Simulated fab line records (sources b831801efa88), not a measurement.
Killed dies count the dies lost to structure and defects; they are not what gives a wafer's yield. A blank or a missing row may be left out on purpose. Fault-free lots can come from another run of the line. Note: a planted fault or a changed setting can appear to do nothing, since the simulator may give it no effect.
fab line records ; flow sky130 ; part 2 of 2: steps 25 to 34 of 34
[record] lots = 5; wafers = 15; lastDay = 51
route steps=708 shown VIA4@658 METAL5@661 PASSIVATION@681
lots that met no fault: from a run of the same line without faults
startH: start of the lot's first displayed wafer, in hours after the record's first day ; waitH: hours from the lot's prior step to this one ; " as in the row above ; L1.1+2: several wafers, shown together as one row ; - no value, or no start was given ; * or withheld: withheld ; < > ~ a bound
route shown NAME@n: NAME is a module with steps in the file, n the number in the route of the first one ; usual: mean and standard deviation over wafers with no fault ; same: alike in all rows ; chamber/n: place in a boat ; sites: readings site by site ; _std_site: standard deviation of those values ; _edge_site: outer sites' mean less inner sites' ; radiusMm: how far each site lies from the wafer's centre ; mask NAME#n: copy n ; behind: the tool/chamber that last shaped the wafer ; hold: the reason the lot was held/the length of the hold in hours/how it ended ; device: names the non-switching transistor (n, p or np) ; end of line: at the end of the route, the tests of the same wafers ; a step with no rows: only its recipe ; killed: the dies lost at the first sort to structure and to defects; this is not the yield of the wafer ; map: a wafer's dies, x killed, . not, _ none there
set.NAME: the run value of the setting; set.NAME@STEP: its run value at that earlier step ; model.NAME: the simulator's own value behind a step, which no gauge read
lots seen at some steps along the route; tables by step, rows by wafer
services: when a tool's chamber went out of use (startH, in hours from the record's first day, below 0 if earlier), for how many hours, and the reason
[[steps]]
[step SKY_PASSIVATION_THK_MEAS_01]
[recipe] reads = SiO2_of_PASSIVATION_CVD_00
[usual] PASSIVATION_CVD_00_THK = 90.3/1.1
lot.wafer;tool;chamber;startH;waitH;PASSIVATION_CVD_00_THK[nm]
L077.2;filmMetro-04;-;1085.64;-;89.2
L077.3;filmMetro-04;-;1085.64;-;88.8
L077.4;filmMetro-04;-;1085.64;-;90.9
L081.1;filmMetro-04;-;1111.32;-;89.0
L081.2;filmMetro-04;-;1111.32;-;90.4
L081.3;filmMetro-04;-;1111.32;-;88.4
L090.1;filmMetro-04;-;1152.81;-;88.3
L090.2;filmMetro-04;-;1152.81;-;88.8
L090.3;filmMetro-04;-;1152.81;-;87.7
L094.1;filmMetro-02;-;1174.49;-;88.8
L094.2;filmMetro-02;-;1174.49;-;90.5
L094.4;filmMetro-02;-;1174.49;-;91.6
L097.1;filmMetro-04;-;1192.28;-;89.6
L097.3;filmMetro-04;-;1192.28;-;92.1
L097.4;filmMetro-04;-;1192.28;-;91.9
[step SKY_PASSIVATION_CVD_02]
[recipe] material = Si3N4; targetThkNm = 540; tempC = 400; timeS = withheld; rfW = 450
[usual] heaterPowerW = 745/99
lot.wafer;tool;chamber;startH;waitH;heaterPowerW
L077.2;pecvd-01;2;1085.69;0.0;725
L077.3;pecvd-01;1;1085.69;0.0;679
L077.4;pecvd-01;2;1085.69;0.0;757
L081.1;pecvd-02;1;1111.38;0.1;711
L081.2;pecvd-02;2;1111.38;0.1;896
L081.3;pecvd-02;0;1111.38;0.1;802
L090.1;pecvd-03;0;1152.87;0.1;779
L090.2;pecvd-03;1;1152.87;0.1;901
L090.3;pecvd-03;2;1152.87;0.1;664
L094.1;pecvd-02;1;1174.55;0.1;686
L094.2;pecvd-02;0;1174.55;0.1;760
L094.4;pecvd-02;2;1174.55;0.1;940
L097.1;pecvd-02;1;1192.34;0.1;627
L097.3;pecvd-02;2;1192.34;0.1;882
L097.4;pecvd-02;2;1192.34;0.1;903
[step SKY_PASSIVATION_THK_MEAS_03]
[recipe] reads = Si3N4_of_PASSIVATION_CVD_02
[usual] PASSIVATION_CVD_02_THK = 540/6.9
lot.wafer;tool;chamber;startH;waitH;PASSIVATION_CVD_02_THK[nm]
L077.2;filmMetro-01;-;1085.92;-;541
L077.3;filmMetro-01;-;1085.92;-;529
L077.4;filmMetro-01;-;1085.92;-;546
L081.1;filmMetro-01;-;1111.70;-;537
L081.2;filmMetro-01;-;1111.70;-;538
L081.3;filmMetro-01;-;1111.70;-;536
L090.1;filmMetro-04;-;1153.10;-;545
L090.2;filmMetro-04;-;1153.10;-;541
L090.3;filmMetro-04;-;1153.10;-;546
L094.1;filmMetro-01;-;1174.77;-;530
L094.2;filmMetro-01;-;1174.77;-;535
L094.4;filmMetro-01;-;1174.77;-;539
L097.1;filmMetro-01;-;1192.56;-;534
L097.3;filmMetro-01;-;1192.56;-;541
L097.4;filmMetro-01;-;1192.56;-;542
[step SKY_PASSIVATION_DEHYDRATE_04]
[recipe] tempC = 200; timeS = 60
[usual] resistLineTempC = 23.02/0.11
lot.wafer;tool;chamber;startH;waitH;resistLineTempC
L077.2;lithoTrack-04;0;1094.84;8.9;23.03
L077.3;lithoTrack-04;0;1094.84;8.9;22.98
L077.4;lithoTrack-04;0;1094.84;8.9;23.00
L081.1;lithoTrack-02;0;1120.37;8.7;23.07
L081.2;lithoTrack-02;0;1120.37;8.7;22.98
L081.3;lithoTrack-02;0;1120.37;8.7;22.91
L090.1;lithoTrack-02;0;1161.32;8.2;23.00
L090.2;lithoTrack-02;0;1161.32;8.2;23.10
L090.3;lithoTrack-02;0;1161.32;8.2;23.07
L094.1;lithoTrack-02;0;1182.12;7.3;22.99
L094.2;lithoTrack-02;0;1182.12;7.3;23.01
L094.4;lithoTrack-02;0;1182.12;7.3;22.87
L097.1;lithoTrack-02;0;1199.92;7.3;22.92
L097.3;lithoTrack-02;0;1199.92;7.3;22.81
L097.4;lithoTrack-02;0;1199.92;7.3;22.82
[step SKY_PASSIVATION_HMDS_05]
[recipe] primeTimeS = 60; primeTempC = 120
[usual] resistLineTempC = 23.01/0.089
[same] primeTimeS = 60
lot.wafer;tool;chamber;startH;waitH;resistLineTempC
L077.2;lithoTrack-04;0;1094.99;0.1;22.96
L077.3;lithoTrack-04;0;1094.99;0.1;23.03
L077.4;lithoTrack-04;0;1094.99;0.1;22.94
L081.1;lithoTrack-02;0;1120.52;0.1;23.13
L081.2;lithoTrack-02;0;1120.52;0.1;23.15
L081.3;lithoTrack-02;0;1120.52;0.1;22.99
L090.1;lithoTrack-02;0;1161.47;0.1;23.06
L090.2;lithoTrack-02;0;1161.47;0.1;22.92
L090.3;lithoTrack-02;0;1161.47;0.1;23.11
L094.1;lithoTrack-02;0;1182.27;0.1;22.94
L094.2;lithoTrack-02;0;1182.27;0.1;22.94
L094.4;lithoTrack-02;0;1182.27;0.1;22.87
L097.1;lithoTrack-02;0;1200.07;0.1;23.09
L097.3;lithoTrack-02;0;1200.07;0.1;22.99
L097.4;lithoTrack-02;0;1200.07;0.1;23.14
[step SKY_PASSIVATION_COAT_06]
[recipe] spinRpm = 2000; resistThkNm = 3000
[usual] resistLineTempC = 22.98/0.11
lot.wafer;tool;chamber;startH;waitH;resistLineTempC
L077.2;lithoTrack-04;0;1095.14;0.1;22.94
L077.3;lithoTrack-04;0;1095.14;0.1;23.08
L077.4;lithoTrack-04;0;1095.14;0.1;22.81
L081.1;lithoTrack-02;0;1120.67;0.1;23.16
L081.2;lithoTrack-02;0;1120.67;0.1;23.20
L081.3;lithoTrack-02;0;1120.67;0.1;22.97
L090.1;lithoTrack-02;0;1161.62;0.1;23.03
L090.2;lithoTrack-02;0;1161.62;0.1;23.08
L090.3;lithoTrack-02;0;1161.62;0.1;22.88
L094.1;lithoTrack-02;0;1182.42;0.1;23.01
L094.2;lithoTrack-02;0;1182.42;0.1;22.89
L094.4;lithoTrack-02;0;1182.42;0.1;22.90
L097.1;lithoTrack-02;0;1200.22;0.1;22.78
L097.3;lithoTrack-02;0;1200.22;0.1;22.94
L097.4;lithoTrack-02;0;1200.22;0.1;22.91
[step SKY_PASSIVATION_SOFTBAKE_07]
[recipe] tempC = 110; timeS = withheld
[usual] resistLineTempC = 23.01/0.095
lot.wafer;tool;chamber;startH;waitH;resistLineTempC
L077.2;lithoTrack-04;0;1095.30;0.1;23.03
L077.3;lithoTrack-04;0;1095.30;0.1;23.04
L077.4;lithoTrack-04;0;1095.30;0.1;23.09
L081.1;lithoTrack-02;0;1120.82;0.1;22.91
L081.2;lithoTrack-02;0;1120.82;0.1;22.90
L081.3;lithoTrack-02;0;1120.82;0.1;22.95
L090.1;lithoTrack-02;0;1161.77;0.1;22.94
L090.2;lithoTrack-02;0;1161.77;0.1;23.00
L090.3;lithoTrack-02;0;1161.77;0.1;22.83
L094.1;lithoTrack-02;0;1182.57;0.1;23.09
L094.2;lithoTrack-02;0;1182.57;0.1;23.11
L094.4;lithoTrack-02;0;1182.57;0.1;23.02
L097.1;lithoTrack-02;0;1200.37;0.1;22.93
L097.3;lithoTrack-02;0;1200.37;0.1;23.23
L097.4;lithoTrack-02;0;1200.37;0.1;23.09
[step SKY_PASSIVATION_EXPOSE_08]
[recipe] maskId = NSM; targetCdNm = 3000; na = 0.57; doseMj = 256.5
[usual] stageVelMmS = 500.04/0.3
lot.wafer;tool;chamber;startH;waitH;mask;stageVelMmS
L077.2;ilineStepper-01;0;-;-;NSM#0;499.68
L077.3;ilineStepper-01;0;-;-;NSM#0;499.65
L077.4;ilineStepper-01;0;-;-;NSM#0;499.73
L081.1;ilineStepper-02;0;-;-;NSM#0;499.99
L081.2;ilineStepper-02;0;-;-;NSM#0;499.68
L081.3;ilineStepper-02;0;-;-;NSM#0;500.03
L090.1;ilineStepper-02;0;-;-;NSM#0;500.04
L090.2;ilineStepper-02;0;-;-;NSM#0;499.89
L090.3;ilineStepper-02;0;-;-;NSM#0;500.30
L094.1;ilineStepper-01;0;-;-;NSM#0;499.96
L094.2;ilineStepper-01;0;-;-;NSM#0;499.74
L094.4;ilineStepper-01;0;-;-;NSM#0;500.16
L097.1;ilineStepper-02;0;-;-;NSM#0;500.09
L097.3;ilineStepper-02;0;-;-;NSM#0;500.45
L097.4;ilineStepper-02;0;-;-;NSM#0;500.36
[step SKY_PASSIVATION_PEB_09]
[recipe] tempC = 115; timeS = withheld
[usual] resistLineTempC = 23.02/0.11
lot.wafer;tool;chamber;startH;waitH;resistLineTempC
L077.2;lithoTrack-02;0;-;-;23.07
L077.3;lithoTrack-02;0;-;-;23.15
L077.4;lithoTrack-02;0;-;-;23.08
L081.1;lithoTrack-04;0;-;-;23.08
L081.2;lithoTrack-04;0;-;-;22.85
L081.3;lithoTrack-04;0;-;-;22.98
L090.1;lithoTrack-02;0;-;-;22.95
L090.2;lithoTrack-02;0;-;-;23.03
L090.3;lithoTrack-02;0;-;-;23.09
L094.1;lithoTrack-02;0;-;-;22.87
L094.2;lithoTrack-02;0;-;-;22.82
L094.4;lithoTrack-02;0;-;-;22.88
L097.1;lithoTrack-04;0;-;-;23.07
L097.3;lithoTrack-04;0;-;-;23.01
L097.4;lithoTrack-04;0;-;-;23.05
[step SKY_PASSIVATION_DEVELOP_10]
[recipe] developTimeS = 60; devTempC = 23
[usual] resistLineTempC = 22.97/0.11
lot.wafer;tool;chamber;startH;waitH;resistLineTempC
L077.2;lithoTrack-02;0;-;-;22.87
L077.3;lithoTrack-02;0;-;-;23.04
L077.4;lithoTrack-02;0;-;-;22.75
L081.1;lithoTrack-04;0;-;-;23.01
L081.2;lithoTrack-04;0;-;-;23.00
L081.3;lithoTrack-04;0;-;-;22.99
L090.1;lithoTrack-02;0;-;-;22.69
L090.2;lithoTrack-02;0;-;-;22.92
L090.3;lithoTrack-02;0;-;-;23.02
L094.1;lithoTrack-02;0;-;-;23.13
L094.2;lithoTrack-02;0;-;-;23.08
L094.4;lithoTrack-02;0;-;-;23.01
L097.1;lithoTrack-04;0;-;-;23.07
L097.3;lithoTrack-04;0;-;-;22.96
L097.4;lithoTrack-04;0;-;-;23.03
[[services]]
tool;chamber;startH;hours;kind
ilineStepper-01;-;1050.23;1.7;pm
rieMetal-01;1;1053.57;9.2;repair
plasmaAsher-02;-;1055.25;9.0;pm
cmp-02;-;1063.42;4.0;pm
pecvd-03;1;1066.96;2.4;repair
cmp-02;-;1072.04;1.6;repair
cmp-01;-;1075.00;2.3;repair
wetBench-01;-;1083.00;31.1;pm
cmp-02;-;1094.33;2.3;repair
cmp-02;-;1099.13;0.7;repair
pvdSputter-04;2;1126.75;-;consumableReplace:kit
pvdSputter-04;2;1126.75;18.0;scheduledDown
pvdSputter-04;2;1126.75;18.0;ventCycle
pvdSputter-01;-;1130.78;1.9;repair
rieMetal-02;-;1170.80;0.3;repair
rieMetal-02;-;1171.06;15.6;pm
cmp-01;-;1172.48;3.2;pm
ilineStepper-02;-;1176.57;1.7;pm
cmp-02;-;1182.74;0.8;repair
cmp-02;-;1185.12;2.3;repair
pvdSputter-02;-;1195.87;6.0;repair
cmp-01;-;1197.89;11.3;pm
pvdSputter-04;1;1203.09;-;consumableReplace:kit
pvdSputter-04;1;1203.09;18.0;scheduledDown
